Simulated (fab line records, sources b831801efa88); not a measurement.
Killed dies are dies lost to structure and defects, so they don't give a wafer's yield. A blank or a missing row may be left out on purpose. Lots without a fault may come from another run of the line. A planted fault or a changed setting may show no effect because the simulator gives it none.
One fault seen from 2 desks | flow sky130 | each desk has only its own numbers; what lay behind them comes last

THE TOOL OWNER'S DESK: pvd_sputter-03
The tool's own readings at SKY_CAPM_SPUTTER_02 (material TiN, target thk 200 nm, time 166.7 s): means of the sampled wafers that have a number, for each lot that ran on this tool. A lot is out of limits, marked OUT, if its mean lies more than 4 standard deviations from the usual mean; the brackets give that distance.
Columns: A = throttle_valve_pct at SKY_CAPM_SPUTTER_02, usual 29.8 %
lot  | first seen here | A
L634 | day 36 03:06    | 29.7
L636 | day 36 20:23    | 30.2
L637 | day 37 03:52    | 30.3
L638 | day 37 20:50    | 30.1
L647 | day 41 01:29    | 30.2
L649 | day 41 09:22    | 28.8
L654 | day 42 09:22    | 30.3
L656 | day 43 06:05    | 29.5
L657 | day 43 08:53    | 30.3
This desk's finding: nothing out of limits on any of the 9 lots.

THE METROLOGY DESK
What the gauges read, lot by lot, whatever tool the lot ran on: means of the sampled wafers that have a number. A lot is out of limits, marked OUT, if its mean lies more than 4 standard deviations from the usual mean; the brackets give that distance.
Columns: A = METAL2_ALCU_THK at SKY_METAL2_THK_MEAS_06, usual 250.4 nm; B = CAPM_TIN_RS at SKY_CAPM_RS_MEAS_03, usual 6.91 ohm/sq; C = CAPM_TIN_THK at SKY_CAPM_THK_MEAS_04, usual 201.6 nm
lot  | first seen here | A     | B               | C
L634 | day 33 19:55    | 247.5 | 6.93            | 201.7
L636 | day 34 12:58    | 253.2 | 6.91            | 200.4
L637 | day 34 20:40    | 248.5 | 6.45 (-6.3) OUT | 214.4 (+5.6) OUT
L638 | day 35 14:28    | 245.9 | 6.62            | 212.8 (+4.9) OUT
L647 | day 38 20:54    | 251.8 | 6.80            | 203.9
L649 | day 39 03:43    | 252.2 | 6.96            | 202.3
L651 | day 39 09:44    | 252.0 | 6.83            | 202.6
L654 | day 40 04:52    | 252.5 | 6.88            | 200.9
L656 | day 41 03:34    | 251.0 | 6.89            | 200.9
L657 | day 41 07:02    | 252.4 | 6.87            | 201.2
This desk's finding: out of limits on L637, L638; first on L637, day 37 03:59 (CAPM_TIN_RS at SKY_CAPM_RS_MEAS_03). In limits: L634, L636, L647, L649, L651, L654, L656, L657.

PUT TOGETHER
The metrology desk could have raised an alarm at day 37 03:59, on L637, L638.
The tool owner's desk saw nothing out of limits.
The tool owner's desk has L637, L638 on record, within its limits.
Of the lots named, all ran SKY_CAPM_SPUTTER_02 on pvd_sputter-03.

WHAT THE SIMULATOR HAD PUT IN
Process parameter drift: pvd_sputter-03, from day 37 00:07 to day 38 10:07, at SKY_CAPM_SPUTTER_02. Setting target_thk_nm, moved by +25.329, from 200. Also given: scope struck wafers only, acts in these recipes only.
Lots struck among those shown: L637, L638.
Hours from the fault's start to each desk's first reading out of limits: the metrology desk, 4.
